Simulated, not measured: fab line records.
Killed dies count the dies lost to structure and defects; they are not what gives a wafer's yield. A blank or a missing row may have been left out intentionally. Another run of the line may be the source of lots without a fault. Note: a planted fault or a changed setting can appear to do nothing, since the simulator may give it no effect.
Which tool did it? ; flow sky130 ; at 1 step of a route of 708, 6 lots with 18 wafers sampled

## WHAT THE GAUGES SHOWED, per wafer
SKY_VIA3_THK_MEAS_23: measures by xrf.
lot;measured;on;VIA3_W_THK (nm)
L900;day 41 00:50;filmMetro-01;405 400 398
L903;day 42 04:37;filmMetro-01;399 403 403
L907;day 42 22:04;filmMetro-02;404 399 407
L915;day 45 09:32;filmMetro-04;397 403 400
L917;day 45 15:06;filmMetro-04;398 396 402
L918;day 46 22:43;filmMetro-01;405 401 402

## WHAT TOOL EACH LOT RAN ON (gives the tool, then ch and the chambers of the sampled wafers, and finally the start)
Record: no process step prior to these readings.

## THE ANSWER, worked out from the rows above alone
Rule: the usual values come from the lots themselves. The widest of any qualifying gaps counts: lots, ordered by their means at a reading, are off when they make up no more than a third of the lots, leave a main group of 4 or more, and stand apart from it by 3 or more times the standard deviation of that group's means. If all means in a main group match to the digits the tables above print for the reading, that group is not used. Also off: a lot with no number at a reading for which 4 or more lots have one. All remaining lots with rows at the step are treated as sound.
Across all readings shown, no lot is off: no conclusion can be drawn from this.

## WHAT THE SIMULATOR HAD INSERTED
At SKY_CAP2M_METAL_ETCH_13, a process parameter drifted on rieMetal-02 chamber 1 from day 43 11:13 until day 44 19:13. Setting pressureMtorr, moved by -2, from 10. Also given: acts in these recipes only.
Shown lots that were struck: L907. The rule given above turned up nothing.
